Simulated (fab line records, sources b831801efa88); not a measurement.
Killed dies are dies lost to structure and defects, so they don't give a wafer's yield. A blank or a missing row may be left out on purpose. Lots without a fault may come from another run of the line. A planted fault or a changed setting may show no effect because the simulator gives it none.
Chamber matching | flow gf180mcu | GF_V2_CMP_04 on cmp-01: 4 sister chambers
The step polishes SiO2. 8 wafers are shown with their chamber, then 7 later ones without.

WAFERS WITH THEIR CHAMBER
wafer  | chamber | motor_current_A (A) | retaining_ring_pressure_frac
L764.2 | 3       | 9.9                 | 0.997
L764.4 | 1       | 11.6                | 1.007
L771.1 | 0       | 15.1                | 1.001
L771.4 | 2       | 13.0                | 0.998
L771.6 | 0       | 14.1                | 1.002
L778.2 | 2       | 12.8                | 1.004
L778.6 | 3       | 9.9                 | 0.998
L780.5 | 1       | 10.6                | 0.998

WAFERS WITHOUT THEIR CHAMBER
wafer  | motor_current_A (A) | retaining_ring_pressure_frac
L780.6 | 14.1                | 1.006
L781.2 | 13.9                | 0.997
L781.3 | 12.7                | 1.006
L781.5 | 10.5                | 1.000
L782.1 | 12.7                | 1.002
L782.5 | 11.5                | 1.002
L782.6 | 12.3                | 1.006

WHICH CHAMBER EACH WENT THROUGH
wafer  | from the rows above     | in truth
L780.6 | can't be placed: 0 or 2 | 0
L781.2 | can't be placed: 0 or 2 | 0
L781.3 | can't be placed: 2 or 1 | 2
L781.5 | can't be placed: 1 or 3 | 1
L782.1 | 2                       | 2
L782.5 | can't be placed: 1 or 2 | 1
L782.6 | can't be placed: 2 or 1 | 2
Placed correctly: 1 of 7. Can't be placed from these rows: 6 (the true chamber is among the candidates in 6). Placed wrongly: 0.
How it was worked out, from the rows above alone: a wafer's distance from a chamber is the root of the sum, over the readings, of the square of ((its reading less the chamber's mean) divided by the reading's scatter). The wafer belongs to the nearest chamber; if the next one is less than 2 further off, it can't be placed. A chamber's mean is the mean of its shown wafers. The scatter: the root of (the sum of the squares of (reading less its chamber's mean) over the shown wafers, divided by (wafers less chambers)).
